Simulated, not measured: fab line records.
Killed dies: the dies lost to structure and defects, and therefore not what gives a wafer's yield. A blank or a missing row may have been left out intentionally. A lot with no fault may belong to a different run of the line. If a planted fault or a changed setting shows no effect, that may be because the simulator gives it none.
Struck lot and sound lot, side by side | flow sky130 | 16 steps out of a route of 708
Sound: the wafers L816.1, L816.4, L816.5. The struck wafers were L823.4, L823.5, L823.6. The cause is given at the end.
Per side, at each step with rows, come the tool, then ch with its chambers, and then its first start. Under that, the readings that differ: sound wafers | struck wafers | difference of the means | sigmas: that difference in standard deviations of wafers without a fault.
alike: a reading whose means differ by less than 2 such deviations, as well as words and numbers matching on both sides. not compared: withheld readings; readings where some wafer has no value; bounds like >300 that might hide an equal value; numbers whose values overlap and for which the record gives no deviation.
The two part at a step that has a row with sigmas, a row that says differs or no value, or rows on one side only. Non-overlapping numbers with no deviation appear without sigmas and do not part them. A reading missing from all wafers of one side parts the sides only when that side holds two or more wafers.

SKY_LDD_HVP_TW_MEAS_10:
  sound: film-metro-04 at day 25 16:37; struck: film-metro-01 at day 27 10:09
  alike: LDD_HVP_TW
then, 7 steps without rows for these wafers: SKY_LDD_LDN_DEHYDRATE_00 (time 60 s); SKY_LDD_LDN_HMDS_01 (prime time 60 s); SKY_LDD_LDN_COAT_02 (resist thk 1140 nm); SKY_LDD_LDN_SOFTBAKE_03 (time 60 s); SKY_LDD_LDN_EXPOSE_04 (exposes mask LDNTM, target cd 700 nm); SKY_LDD_LDN_PEB_05; SKY_LDD_LDN_DEVELOP_06 (develop time 60 s).
SKY_LDD_LDN_OVL_MEAS_07:
  sound: overlay-01 at day 26 21:02; struck: overlay-01 at day 28 15:41
  alike: LDD_LDN_OVL
then, 3 steps without rows for these wafers: SKY_LDD_LDN_IMPLANT_08; SKY_LDD_LDN_IMPLANT_09; SKY_LDD_LDN_IMPLANT_10.
SKY_LDD_LDN_IMPLANT_11:
  sound on implanter-02 ch 0, day 26 21:31; struck on implanter-02 ch 0, day 28 16:14
  reading            | sound                           | struck                        | difference | sigmas
  dose-ions-cm2      | 1.255e+13 1.2524e+13 1.2518e+13 | 5.528e+12 5.538e+12 5.524e+12 | -7.001e+12 | -99 or more
  faraday-current-uA | 70.9 73.1 69.5                  | 31.8 30.6 30.2                | -40.3      | -29
SKY_LDD_LDN_STRIP_12: strips in O2/N2.
  sound on plasma-asher-03 ch 1, day 26 21:40; struck on plasma-asher-02 ch 0,1, day 28 16:20
  alike: drypump-motor-current-A, oes-product-au, strip-time-to-endpoint-s
  not compared: rf-hours-counter-h
SKY_LDD_LDN_TW_MEAS_13:
  sound: film-metro-02 at day 26 21:46; struck: film-metro-04 at day 28 16:26
  reading    | sound          | struck         | difference | sigmas
  LDD_LDN_TW | 1466 1470 1464 | 1427 1428 1423 | -41        | -3
then, 1 step without rows for these wafers: SKY_LDD_LDN_CLEAN_14 (cleans in SC1/SC2, time 150 s).

== WHERE THEY PART ==
At SKY_LDD_LDN_IMPLANT_11 first; at SKY_LDD_LDN_TW_MEAS_13 last (within this record only).

WHY: whatever the simulator had introduced
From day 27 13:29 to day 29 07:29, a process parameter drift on implanter-02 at SKY_LDD_LDN_IMPLANT_11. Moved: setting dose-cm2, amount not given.
